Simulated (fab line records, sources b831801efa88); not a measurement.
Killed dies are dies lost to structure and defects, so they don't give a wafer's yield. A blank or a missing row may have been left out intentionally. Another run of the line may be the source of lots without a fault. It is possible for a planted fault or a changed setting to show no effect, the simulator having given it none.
Which of the tools did it? | flow gf180mcu | 7 lots, 21 wafers sampled, at 2 steps of a route of 602

## WHAT EACH GAUGE READ, for each wafer
GF_VT_IMPLANT_RS_MEAS_46: the measuring method here is four-point-probe.
lot  | measured     | on            | MVSD_RS (ohm/sq)
L766 | day 8 03:11  | film metro-03 | 456.8 454.9 456.4
L768 | day 8 14:00  | film metro-03 | 457.7 456.3 455.2
L771 | day 9 11:22  | film metro-03 | 457.9 456.3 456.9
L776 | day 10 23:51 | film metro-03 | 457.9 456.5 456.0
L780 | day 12 01:19 | film metro-04 | 456.3 457.2 456.1
L784 | day 13 04:31 | film metro-04 | 457.4 458.2 456.4
L786 | day 13 17:22 | film metro-04 | 457.6 457.6 458.7

## WHAT TOOL EACH LOT RAN ON (gives the tool, then ch and the chambers of the sampled wafers, and finally the start)
lot  | GF_MVSD_IMPLANT_09
L766 | implanter-03 ch 0, day 4 21:39
L768 | implanter-04 ch 0, day 5 09:19
L771 | implanter-02 ch 0, day 6 01:44
L776 | implanter-04 ch 0, day 7 10:11
L780 | implanter-04 ch 0, day 8 07:38
L784 | implanter-04 ch 0, day 9 06:29
L786 | implanter-03 ch 0, day 9 18:22
- GF_MVSD_IMPLANT_09

## THE ANSWER, worked out from the rows above alone
Rule: the usual values come from the lots themselves. The widest of any qualifying gaps counts: lots, ordered by their means at a reading, are off when they make up no more than a third of the lots, leave a main group of 4 or more, and stand apart from it by 3 or more times the standard deviation of that group's means. Not used: any main group whose means are identical at the precision the tables above print for the reading. A lot without any number at a reading at which 4 lots or more have one is off too. Where the step has rows for the other lots, those lots are counted as sound.
No lot is off on any of the readings shown, so nothing can be concluded from this.

## WHAT WAS PUT IN BY THE SIMULATOR
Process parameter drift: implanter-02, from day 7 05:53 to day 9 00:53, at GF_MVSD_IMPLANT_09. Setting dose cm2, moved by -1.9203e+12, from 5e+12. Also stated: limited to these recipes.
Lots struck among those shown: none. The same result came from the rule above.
